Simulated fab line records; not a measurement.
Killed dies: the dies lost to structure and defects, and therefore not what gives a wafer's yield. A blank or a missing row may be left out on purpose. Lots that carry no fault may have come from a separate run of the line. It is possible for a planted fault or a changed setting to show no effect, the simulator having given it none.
fab line records	flow gf180mcu
[record] lots = 6	wafers = 18	last-day = 34
route steps=602 shown MVSD@74 MVPSD@78 VT_IMPLANT@90
lots with no fault: from the same line, run without faults
start-h: start of the lot's first displayed wafer, in hours after the record's first day	wait-h: time in hours since the lot's previous step	" the same as in the row above	L1.1+2: a row that stands for several wafers	- no value, or no start was given	* or withheld: withheld	< > ~ a bound
route shown NAME@n: a module of which the file shows steps, and the number in the route of the first	usual: mean/standard deviation taken from wafers without a fault	same: alike in all rows	chamber/n: place in a boat	sites: each site's reading	_std_site: the standard deviation of these	_edge_site: outer sites' mean less inner sites'	radius-mm: how far each site lies from the wafer's centre	mask NAME#n: copy n	behind: tool/chamber where the wafer was last shaped	hold: why the lot was held/for how many hours/how that ended	device: transistor that didn't switch, given as n, p or np	end of line: the same wafers' tests at the end of the route	a step with no rows: only its recipe	killed: count of dies lost to structure and defects at first sort (not the wafer's yield)	map: a wafer's dies, x killed, . not, _ none there
set.NAME: the setting the step ran with; set.NAME@STEP: the setting that earlier step ran with	model.NAME: the simulator's own value behind a step, which no gauge read
lots seen at some steps along the route; tables by step, rows by wafer
services: the hour from which a tool's chamber was out of use, counted from the record's first day as start-h (under 0 if before that day), plus the number of hours and why
[[steps]]
[step GF_MVSD_IMPLANT_08]
[recipe] species = P	energy-kev = 400	dose-cm2 = 1.6e+13	tilt-deg = 0
[step GF_MVSD_IMPLANT_09]
[recipe] species = P	energy-kev = 100	dose-cm2 = 5e+12	tilt-deg = 0
[step GF_MVSD_STRIP_10]
[recipe] chemistry = O2/N2	power-w = 1400	pressure-mtorr = 1500	platen-temp-c = 250	o2-flow-sccm = 3000	n2-flow-sccm = 300	overash-fraction = 0.5
[usual] drypump-motor-current-A = 5.5/0.59	heater-power-w = 350/35	o2-flow-sccm = 3001/10	oes-product-au = 0.722/0.0046	strip-time-to-endpoint-s = 37.00/0.083
[same] overash-fraction = 0.5
lot.wafer	tool	chamber	start-h	wait-h	drypump-motor-current-A	heater-power-w	o2-flow-sccm	oes-product-au	rf-hours-counter-h	strip-time-to-endpoint-s
L988.2	plasma-asher-04	0	95.67	0.1	4.6	311	2983	0.729	48	37.00
L988.4	"	0	"	"	4.6	314	2987	0.723	-	36.88
L988.6	"	1	"	"	5.6	427	3008	0.726	-	36.85
L991.2	plasma-asher-01	1	112.06	0.1	4.9	335	2997	0.730	44	37.06
L991.4	"	0	"	"	5.9	370	2998	0.725	-	36.98
L991.5	"	1	"	"	4.9	336	2987	0.716	-	37.15
L997.1	plasma-asher-02	0	145.82	0.1	6.3	322	3003	0.721	2	37.08
L997.2	"	1	"	"	5.8	318	3020	0.715	2	37.12
L997.6	"	1	"	"	5.9	324	3006	0.721	-	37.05
L100.1	plasma-asher-02	1	164.22	0.1	5.9	323	3002	0.723	4	36.73
L100.2	"	0	"	"	6.3	333	3002	0.724	4	36.83
L100.3	"	1	"	"	5.8	323	3003	0.721	-	36.73
L104.2	plasma-asher-02	0	192.62	0.1	6.4	319	2984	0.723	6	37.09
L104.5	"	0	"	"	6.3	339	2996	0.727	-	37.03
L104.6	"	1	"	"	5.9	325	2983	0.731	-	37.05
L108.1	plasma-asher-04	1	210.86	0.1	5.7	423	3006	0.724	61	36.96
L108.4	"	0	"	"	4.6	314	3003	0.728	-	36.97
L108.6	"	1	"	"	5.7	416	2996	0.716	-	37.00
[step GF_MVSD_TW_MEAS_11]
[usual] MVSD_TW = 1587/13
lot.wafer	tool	chamber	start-h	wait-h	MVSD_TW
L988.2	film-metro-02	-	95.78	0.1	1590
L988.4	"	-	"	"	1595
L988.6	"	-	"	"	1592
L991.2	film-metro-02	-	112.17	0.1	1597
L991.4	"	-	"	"	1595
L991.5	"	-	"	"	1589
L997.1	film-metro-04	-	145.92	0.1	1585
L997.2	"	-	"	"	1570
L997.6	"	-	"	"	1571
L100.1	film-metro-04	-	164.32	0.1	1576
L100.2	"	-	"	"	1569
L100.3	"	-	"	"	1570
L104.2	film-metro-04	-	192.73	0.1	1590
L104.5	"	-	"	"	1582
L104.6	"	-	"	"	1580
L108.1	film-metro-04	-	210.96	0.1	1585
L108.4	"	-	"	"	1586
L108.6	"	-	"	"	1585
[step GF_MVPSD_DEHYDRATE_00]
[recipe] temp-c = 200	time-s = 60
[step GF_MVPSD_HMDS_01]
[recipe] prime-time-s = 60	prime-temp-c = 120
[step GF_MVPSD_COAT_02]
[recipe] spin-rpm = 2000	resist-thk-nm = 3000
[step GF_MVPSD_SOFTBAKE_03]
[recipe] temp-c = 110	time-s = withheld
[step GF_MVPSD_EXPOSE_04]
[recipe] mask-id = MVPSD	target-cd-nm = 1000	na = 0.6	source-shape = conventional	sigma-outer = 0.6	dose-mj = 260
[step GF_MVPSD_PEB_05]
[recipe] temp-c = 115	time-s = withheld
[step GF_MVPSD_DEVELOP_06]
[recipe] wall-angle-deg = 90	develop-time-s = 60	dev-temp-c = 23
[step GF_MVPSD_OVL_MEAS_07]
[usual] MVPSD_OVL = 0.1/1.3
lot.wafer	tool	chamber	start-h	wait-h	MVPSD_OVL[nm]
L988.2	overlay-02	-	109.64	-	-2.7
L988.4	"	-	"	"	-1.2
L988.6	"	-	"	"	-0.6
L991.2	overlay-02	-	127.23	-	-1.7
L991.4	"	-	"	"	-0.6
L991.5	"	-	"	"	-0.2
L997.1	overlay-02	-	161.52	-	-0.2
L997.2	"	-	"	"	0.9
L997.6	"	-	"	"	0.1
L100.1	overlay-02	-	180.17	-	-0.8
L100.2	"	-	"	"	0.5
L100.3	"	-	"	"	-0.5
L104.2	overlay-02	-	209.62	-	1.4
L104.5	"	-	"	"	1.2
L104.6	"	-	"	"	1.1
L108.1	overlay-01	-	228.61	-	-0.3
L108.4	"	-	"	"	0.0
L108.6	"	-	"	"	-0.6
[step GF_MVPSD_IMPLANT_08]
[recipe] species = B	energy-kev = 170	dose-cm2 = 1.5e+13	tilt-deg = 0
lot.wafer	tool	chamber	start-h	wait-h
L988.2+4+6	implanter-02	0	109.70	0.0
L991.2+4+5	implanter-02	0	127.28	0.0
L997.1+2+6	implanter-02	0	161.55	0.0
L100.1+2+3	implanter-03	0	180.21	0.0
L104.2+5+6	implanter-03	0	209.68	0.0
L108.1+4+6	implanter-02	0	228.65	0.0
[step GF_MVPSD_IMPLANT_09]
[recipe] species = B	energy-kev = 40	dose-cm2 = 5e+12	tilt-deg = 0
[step GF_MVPSD_STRIP_10]
[recipe] chemistry = O2/N2	power-w = 1400	pressure-mtorr = 1500	platen-temp-c = 250	o2-flow-sccm = 3000	n2-flow-sccm = 300	overash-fraction = 0.5
[usual] drypump-motor-current-A = 5.6/0.52	heater-power-w = 330/27	o2-flow-sccm = 3000/8.7	oes-product-au = 0.722/0.0045	strip-time-to-endpoint-s = 37.02/0.11
[same] overash-fraction = 0.5
lot.wafer	tool	chamber	start-h	wait-h	drypump-motor-current-A	heater-power-w	o2-flow-sccm	oes-product-au	rf-hours-counter-h	strip-time-to-endpoint-s
L988.2	plasma-asher-03	0	109.97	0.1	4.9	346	2979	0.722	25	36.80
L988.4	"	0	"	"	5.0	351	2994	0.708	-	36.79
L988.6	"	1	"	"	5.8	290	3013	0.733	-	36.92
L991.2	plasma-asher-02	1	127.56	0.1	5.9	329	3003	0.731	1	37.14
L991.4	"	0	"	"	6.3	329	2987	0.718	-	37.05
L991.5	"	0	"	"	6.3	329	2997	0.725	-	37.23
L997.1	plasma-asher-01	1	161.85	0.1	4.9	336	2990	0.725	50	37.14
L997.2	"	0	"	"	5.9	380	2998	0.723	50	37.09
L997.6	"	0	"	"	5.9	376	3005	0.729	-	37.11
L100.1	plasma-asher-01	1	180.51	0.1	4.9	344	2994	0.722	52	37.07
L100.2	"	0	"	"	5.9	372	2991	0.724	52	36.94
L100.3	"	0	"	"	5.9	386	2991	0.724	-	37.05
L104.2	plasma-asher-03	1	210.06	0.2	5.9	295	2994	0.714	37	37.08
L104.5	"	0	"	"	5.0	353	3009	0.731	-	37.08
L104.6	"	1	"	"	5.8	291	2999	0.725	-	37.12
L108.1	plasma-asher-03	1	228.95	0.1	5.9	290	3012	0.718	39	36.99
L108.4	"	1	"	"	5.9	295	3015	0.730	-	37.03
L108.6	"	1	"	"	5.8	285	2992	0.722	-	37.06
[step GF_MVPSD_TW_MEAS_11]
[usual] MVPSD_TW = 554/3.6
lot.wafer	tool	chamber	start-h	wait-h	MVPSD_TW
L988.2	film-metro-04	-	110.08	0.1	552
L988.4	"	-	"	"	551
L988.6	"	-	"	"	553
L991.2	film-metro-01	-	127.67	0.1	554
L991.4	"	-	"	"	557
L991.5	"	-	"	"	554
L997.1	film-metro-04	-	161.95	0.1	548
L997.2	"	-	"	"	547
L997.6	"	-	"	"	546
L100.1	film-metro-01	-	180.61	0.1	557
L100.2	"	-	"	"	556
L100.3	"	-	"	"	559
L104.2	film-metro-04	-	210.17	0.1	551
L104.5	"	-	"	"	554
L104.6	"	-	"	"	556
L108.1	film-metro-04	-	229.05	0.1	552
L108.4	"	-	"	"	551
L108.6	"	-	"	"	552
[step GF_VT_IMPLANT_DEHYDRATE_00]
[recipe] temp-c = 200	time-s = 60
[step GF_VT_IMPLANT_HMDS_01]
[recipe] prime-time-s = 60	prime-temp-c = 120
[step GF_VT_IMPLANT_COAT_02]
[recipe] resist = NOVOLAK	spin-rpm = 3000	resist-thk-nm = 1000
[step GF_VT_IMPLANT_SOFTBAKE_03]
[recipe] temp-c = 90	time-s = 60	resist = NOVOLAK
[step GF_VT_IMPLANT_EXPOSE_04]
[recipe] mask-id = LVPWELL_LV_AREA	target-cd-nm = 600	na = 0.6	source-shape = conventional	sigma-outer = 0.6	dose-mj = 140
[step GF_VT_IMPLANT_PEB_05]
[recipe] temp-c = withheld	time-s = *	resist = NOVOLAK
[step GF_VT_IMPLANT_DEVELOP_06]
[recipe] develop-time-s = 60	dev-temp-c = 23
[step GF_VT_IMPLANT_OVL_MEAS_07]
[usual] VT_IMPLANT_OVL = -1.0/1.6
lot.wafer	tool	chamber	start-h	wait-h	VT_IMPLANT_OVL[nm]
L988.2	overlay-01	-	124.37	0.1	-0.7
L988.4	"	-	"	"	-1.1
L988.6	"	-	"	"	-0.7
L991.2	overlay-02	-	142.94	0.1	-2.2
L991.4	"	-	"	"	-2.1
L991.5	"	-	"	"	-2.7
L997.1	overlay-02	-	178.12	0.1	1.9
L997.2	"	-	"	"	1.0
L997.6	"	-	"	"	1.4
L100.1	overlay-02	-	196.68	0.1	2.5
L100.2	"	-	"	"	1.1
L100.3	"	-	"	"	-1.0
L104.2	overlay-02	-	227.19	0.1	-1.0
L104.5	"	-	"	"	-1.9
L104.6	"	-	"	"	-2.3
L108.1	overlay-02	-	247.51	0.1	-0.8
L108.4	"	-	"	"	0.2
L108.6	"	-	"	"	-0.4
[step GF_VT_IMPLANT_IMPLANT_08]
[recipe] species = BF2	energy-kev = 20	dose-cm2 = 8.29e+12	tilt-deg = 7
[step GF_VT_IMPLANT_STRIP_09]
[recipe] chemistry = O2/N2	power-w = 1400	pressure-mtorr = 1500	platen-temp-c = 250	o2-flow-sccm = 3000	n2-flow-sccm = 300	overash-fraction = 0.5
[usual] drypump-motor-current-A = 5.3/0.52	heater-power-w = 347/43	o2-flow-sccm = 3000/8.7	oes-product-au = 0.716/0.0043	strip-time-to-endpoint-s = 12.64/0.031
[same] overash-fraction = 0.5
lot.wafer	tool	chamber	start-h	wait-h	drypump-motor-current-A	heater-power-w	o2-flow-sccm	oes-product-au	rf-hours-counter-h	strip-time-to-endpoint-s
L988.2	plasma-asher-04	1	124.55	0.1	5.7	406	3003	0.722	51	12.64
L988.4	"	1	"	"	5.7	419	3009	0.715	-	12.64
L988.6	"	1	"	"	5.7	408	3007	0.719	-	12.66
L991.2	plasma-asher-04	1	143.12	0.1	5.7	420	2994	0.707	54	12.61
L991.4	"	0	"	"	4.6	308	2989	0.717	-	12.65
L991.5	"	1	"	"	5.7	416	2982	0.723	-	12.65
L997.1	plasma-asher-04	0	178.30	0.1	4.6	317	2997	0.722	57	12.69
L997.2	"	1	"	"	5.7	414	3008	0.711	57	12.68
L997.6	"	0	"	"	4.6	310	2999	0.710	-	12.66
L100.1	plasma-asher-03	1	196.87	0.1	5.8	289	3011	0.724	35	12.65
L100.2	"	0	"	"	5.0	335	2998	0.716	35	12.61
L100.3	"	1	"	"	5.9	291	3025	0.710	-	12.61
L104.2	plasma-asher-04	1	227.37	0.1	5.7	415	3001	0.718	63	12.62
L104.5	"	1	"	"	5.7	426	3012	0.712	-	12.61
L104.6	"	0	"	"	4.6	309	3014	0.720	-	12.59
L108.1	plasma-asher-04	0	247.70	0.1	4.6	318	3000	0.714	65	12.65
L108.4	"	0	"	"	4.6	317	3002	0.716	-	12.69
L108.6	"	0	"	"	4.7	312	3008	0.711	-	12.62
[step GF_VT_IMPLANT_TW_MEAS_10]
[usual] VT_IMPLANT_TW = 565/3.5
lot.wafer	tool	chamber	start-h	wait-h	VT_IMPLANT_TW
L988.2	film-metro-03	-	124.66	0.1	571
L988.4	"	-	"	"	565
L988.6	"	-	"	"	566
L991.2	film-metro-03	-	143.23	0.1	569
L991.4	"	-	"	"	567
L991.5	"	-	"	"	566
L997.1	film-metro-03	-	178.40	0.1	570
L997.2	"	-	"	"	570
L997.6	"	-	"	"	569
L100.1	film-metro-03	-	196.97	0.1	564
L100.2	"	-	"	"	564
L100.3	"	-	"	"	564
L104.2	film-metro-03	-	227.48	0.1	568
L104.5	"	-	"	"	570
L104.6	"	-	"	"	570
L108.1	film-metro-03	-	247.80	0.1	566
L108.4	"	-	"	"	564
L108.6	"	-	"	"	565
[step GF_VT_IMPLANT_DEHYDRATE_11]
[recipe] temp-c = 200	time-s = 60
[step GF_VT_IMPLANT_HMDS_12]
[recipe] prime-time-s = 60	prime-temp-c = 120
[step GF_VT_IMPLANT_COAT_13]
[recipe] resist = NOVOLAK	spin-rpm = 3000	resist-thk-nm = 1000
[step GF_VT_IMPLANT_SOFTBAKE_14]
[recipe] temp-c = 90	time-s = 60.77	resist = NOVOLAK
[usual] plate-sensor-t-centre-C = 90.756/0.01	plate-sensor-t-edge-C = 90.829/0.01
lot.wafer	tool	chamber	start-h	wait-h	plate-sensor-t-centre-C	plate-sensor-t-edge-C
L988.2	litho-track-01	0	131.79	0.1	90.766	90.813
L988.4	"	0	"	"	90.761	90.842
L988.6	"	0	"	"	90.757	90.844
L991.2	litho-track-02	0	150.76	0.1	90.757	90.832
L991.4	"	0	"	"	90.736	90.851
L991.5	"	0	"	"	90.753	90.828
L997.1	litho-track-01	0	186.52	0.1	90.766	90.835
L997.2	"	0	"	"	90.738	90.835
L997.6	"	0	"	"	90.754	90.827
L100.1	litho-track-04	0	205.69	0.1	90.746	90.798
L100.2	"	0	"	"	90.738	90.834
L100.3	"	0	"	"	90.762	90.826
L104.2	litho-track-02	0	236.81	0.1	90.754	90.838
L104.5	"	0	"	"	90.777	90.832
L104.6	"	0	"	"	90.748	90.850
L108.1	litho-track-01	0	256.86	0.1	90.741	90.830
L108.4	"	0	"	"	90.767	90.833
L108.6	"	0	"	"	90.760	90.825
[step GF_VT_IMPLANT_EXPOSE_15]
[recipe] mask-id = Nwell_LV_AREA	target-cd-nm = 860	na = 0.6	source-shape = conventional	sigma-outer = 0.6	dose-mj = 140
[step GF_VT_IMPLANT_PEB_16]
[recipe] temp-c = withheld	time-s = *	resist = NOVOLAK
[step GF_VT_IMPLANT_DEVELOP_17]
[recipe] develop-time-s = 60	dev-temp-c = 23
[step GF_VT_IMPLANT_OVL_MEAS_18]
[usual] VT_IMPLANT_01_OVL = -1.3/1.3
lot.wafer	tool	chamber	start-h	wait-h	VT_IMPLANT_01_OVL[nm]
L988.2	overlay-02	-	139.19	0.1	-0.7
L988.4	"	-	"	"	-0.8
L988.6	"	-	"	"	-1.7
L991.2	overlay-02	-	158.59	0.1	-2.1
L991.4	"	-	"	"	-1.4
L991.5	"	-	"	"	-1.7
L997.1	overlay-01	-	194.07	0.1	-1.9
L997.2	"	-	"	"	-3.8
L997.6	"	-	"	"	-5.1
L100.1	overlay-01	-	214.44	0.1	-0.9
L100.2	"	-	"	"	-0.9
L100.3	"	-	"	"	-1.0
L104.2	overlay-01	-	246.22	0.1	-0.5
L104.5	"	-	"	"	0.5
L104.6	"	-	"	"	0.8
L108.1	overlay-01	-	266.61	0.1	-1.0
L108.4	"	-	"	"	-3.3
L108.6	"	-	"	"	-2.4
[step GF_VT_IMPLANT_IMPLANT_19]
[recipe] species = As	energy-kev = 100	dose-cm2 = 4.35e+12	tilt-deg = 7
[step GF_VT_IMPLANT_STRIP_20]
[recipe] chemistry = O2/N2	power-w = 1400	pressure-mtorr = 1500	platen-temp-c = 250	o2-flow-sccm = 3000	n2-flow-sccm = 300	overash-fraction = 0.5
[usual] drypump-motor-current-A = 5.3/0.51	heater-power-w = 348/39	o2-flow-sccm = 3000/8.6	oes-product-au = 0.716/0.0045	strip-time-to-endpoint-s = 12.64/0.036
[same] overash-fraction = 0.5
lot.wafer	tool	chamber	start-h	wait-h	drypump-motor-current-A	heater-power-w	o2-flow-sccm	oes-product-au	rf-hours-counter-h	strip-time-to-endpoint-s
L988.2	plasma-asher-01	0	139.37	0.1	5.9	376	2994	0.715	48	12.65
L988.4	"	0	"	"	5.9	374	3002	0.710	-	12.69
L988.6	"	1	"	"	4.9	329	3002	0.708	-	12.65
L991.2	plasma-asher-03	1	158.77	0.1	5.9	289	3003	0.720	31	12.67
L991.4	"	1	"	"	5.9	291	2993	0.715	-	12.64
L991.5	"	0	"	"	5.0	346	2993	0.713	-	12.65
L997.1	plasma-asher-01	1	194.25	0.1	4.9	344	3020	0.720	54	12.61
L997.2	"	0	"	"	5.9	392	3010	0.717	54	12.65
L997.6	"	1	"	"	4.9	343	3019	0.718	-	12.61
L100.1	plasma-asher-04	1	214.62	0.1	5.7	415	3008	0.710	61	12.53
L100.2	"	0	"	"	4.6	309	2989	0.711	61	12.63
L100.3	"	0	"	"	4.6	314	2988	0.717	-	12.59
L104.2	plasma-asher-01	0	246.40	0.1	5.9	380	3003	0.715	57	12.62
L104.5	"	1	"	"	4.9	332	3012	0.718	-	12.67
L104.6	"	0	"	"	5.9	385	3002	0.718	-	12.68
L108.1	plasma-asher-01	1	266.80	0.1	4.9	351	2995	0.715	60	12.67
L108.4	"	1	"	"	4.9	344	2995	0.718	-	12.67
L108.6	"	1	"	"	4.9	340	3005	0.719	-	12.67
[step GF_VT_IMPLANT_TW_MEAS_21]
[usual] VT_IMPLANT_2_TW = 1214/7.5
lot.wafer	tool	chamber	start-h	wait-h	VT_IMPLANT_2_TW
L988.2	film-metro-04	-	139.48	0.1	1205
L988.4	"	-	"	"	1209
L988.6	"	-	"	"	1212
L991.2	film-metro-01	-	158.88	0.1	1215
L991.4	"	-	"	"	1225
L991.5	"	-	"	"	1214
L997.1	film-metro-03	-	194.35	0.1	1220
L997.2	"	-	"	"	1207
L997.6	"	-	"	"	1210
L100.1	film-metro-01	-	214.72	0.1	1223
L100.2	"	-	"	"	1220
L100.3	"	-	"	"	1213
L104.2	film-metro-04	-	246.51	0.1	1217
L104.5	"	-	"	"	1207
L104.6	"	-	"	"	1207
L108.1	film-metro-04	-	266.90	0.1	1211
L108.4	"	-	"	"	1214
L108.6	"	-	"	"	1215
[step GF_VT_IMPLANT_DEHYDRATE_22]
[recipe] temp-c = 200	time-s = 60
[step GF_VT_IMPLANT_HMDS_23]
[recipe] prime-time-s = 60	prime-temp-c = 120
[step GF_VT_IMPLANT_COAT_24]
[recipe] resist = NOVOLAK	spin-rpm = 3000	resist-thk-nm = 1000
[step GF_VT_IMPLANT_SOFTBAKE_25]
[recipe] temp-c = 89.09	time-s = 60	resist = NOVOLAK
[step GF_VT_IMPLANT_RS_MEAS_49]
[recipe] thk-meas-gauge = four-point-probe
[usual] MVPSD_RS = 1170.7/2.6
lot.wafer	tool	chamber	start-h	wait-h	MVPSD_RS[ohm/sq]
L988.2	film-metro-02	-	171.40	0.1	1176.4
L988.4	"	-	"	"	1173.3
L988.6	"	-	"	"	1173.8
L991.2	film-metro-04	-	193.22	0.1	1181.0
L991.4	"	-	"	"	1179.7
L991.5	"	-	"	"	1182.8
L997.1	film-metro-01	-	230.84	0.1	1178.8
L997.2	"	-	"	"	1178.3
L997.6	"	-	"	"	1179.8
L100.1	film-metro-02	-	252.04	0.1	1175.3
L100.2	"	-	"	"	1172.5
L100.3	"	-	"	"	1171.9
L104.2	film-metro-01	-	285.97	0.1	1172.5
L104.5	"	-	"	"	1168.1
L104.6	"	-	"	"	1174.2
L108.1	film-metro-04	-	307.34	0.1	1172.4
L108.4	"	-	"	"	1172.4
L108.6	"	-	"	"	1172.8
[[services]]
tool	chamber	start-h	hours	kind
plasma-asher-01	-	74.25	1.8	repair
plasma-asher-01	-	78.71	2.5	repair
implanter-03	-	99.39	0.5	repair
plasma-asher-02	-	108.75	9.0	pm
plasma-asher-02	0	108.75	9.0	vent-cycle
plasma-asher-02	1	108.75	9.0	vent-cycle
plasma-asher-02	0	117.75	-	clean
plasma-asher-02	1	117.75	-	clean
implanter-02	-	118.24	8.6	pm
plasma-asher-02	-	135.41	7.3	repair
litho-track-04	-	136.40	-	consumable-replace:filter
plasma-asher-02	-	142.75	2.8	pm
implanter-03	-	145.55	3.7	pm
plasma-asher-03	-	145.94	1.1	repair
plasma-asher-01	-	198.46	15.6	pm
plasma-asher-02	-	208.41	3.9	pm
plasma-asher-01	-	218.69	1.0	repair
litho-track-01	-	219.77	-	consumable-replace:filter
[[key]]
[first-sign] step = GF_VT_IMPLANT_RS_MEAS_49	reading = MVPSD_RS	direction = up	sigmas = 3.5	usual = 1170.7	struck = 1180.1
effect none on later readings
met-at GF_MVPSD_IMPLANT_08
struck-wafers L991.2,L991.4,L991.5,L997.1,L997.2,L997.6
tester-left-out L991,L997
onset-between 109.70 127.28
[fault] kind = process-parameter-drift	tool = implanter-02	chamber = -	onset-h = 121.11	steps = GF_MVPSD_IMPLANT_08	channel = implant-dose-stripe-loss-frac	offset = 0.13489	shape = step	end-h = 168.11
// tester-left-out: of these lots the tester's yield and bins aren't shown, on N5 and GAA mostly nor the transistor test; their killed dies are dies lost to structure and defects alone, not to doping, threshold or leakage, so they don't give the yield
